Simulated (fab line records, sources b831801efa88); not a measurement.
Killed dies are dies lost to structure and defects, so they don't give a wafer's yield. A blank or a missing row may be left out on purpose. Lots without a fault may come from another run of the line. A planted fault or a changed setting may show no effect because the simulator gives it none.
Chamber matching | flow sky130 | SKY_VIA4_CMP_21 on cmp-02: 4 sister chambers
The step polishes, stops on SiO2, t overpolish 25 s, target thk 0 nm. 4 wafers are shown with their chamber, then 8 later ones without.

WAFERS WITH THEIR CHAMBER
wafer  | chamber | motor_current_A (A)
L409.4 | 2       | 11.1
L411.4 | 1       | 12.0
L416.6 | 3       | 13.1
L424.2 | 0       | 10.4

WAFERS WITHOUT THEIR CHAMBER
wafer  | motor_current_A (A)
L424.5 | 13.4
L424.6 | 10.7
L426.1 | 13.8
L426.3 | 10.8
L426.6 | 13.5
L425.2 | 13.5
L425.3 | 13.4
L425.4 | 10.9

WHICH CHAMBER EACH WENT THROUGH
wafer  | from the rows above     | in truth
L424.5 | 3                       | 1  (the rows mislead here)
L424.6 | can't be placed: 0 or 2 | 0
L426.1 | 3                       | 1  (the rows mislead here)
L426.3 | can't be placed: 2 or 0 | 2
L426.6 | 3                       | 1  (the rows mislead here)
L425.2 | 3                       | 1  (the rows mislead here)
L425.3 | 3                       | 3
L425.4 | can't be placed: 2 or 0 | 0
Placed correctly: 1 of 8. Can't be placed from these rows: 3 (the true chamber is among the candidates in 3). Placed wrongly: 4.
How it was worked out, from the rows above alone: a wafer's distance from a chamber is the root of the sum, over the readings, of the square of ((its reading less the chamber's mean) divided by the reading's scatter). The wafer belongs to the nearest chamber; if the next one is less than 2 further off, it can't be placed. A chamber's mean is the mean of its shown wafers. The scatter: with one shown wafer a chamber, the root of the mean of the squares of how far each hidden wafer lies from its nearest shown one.
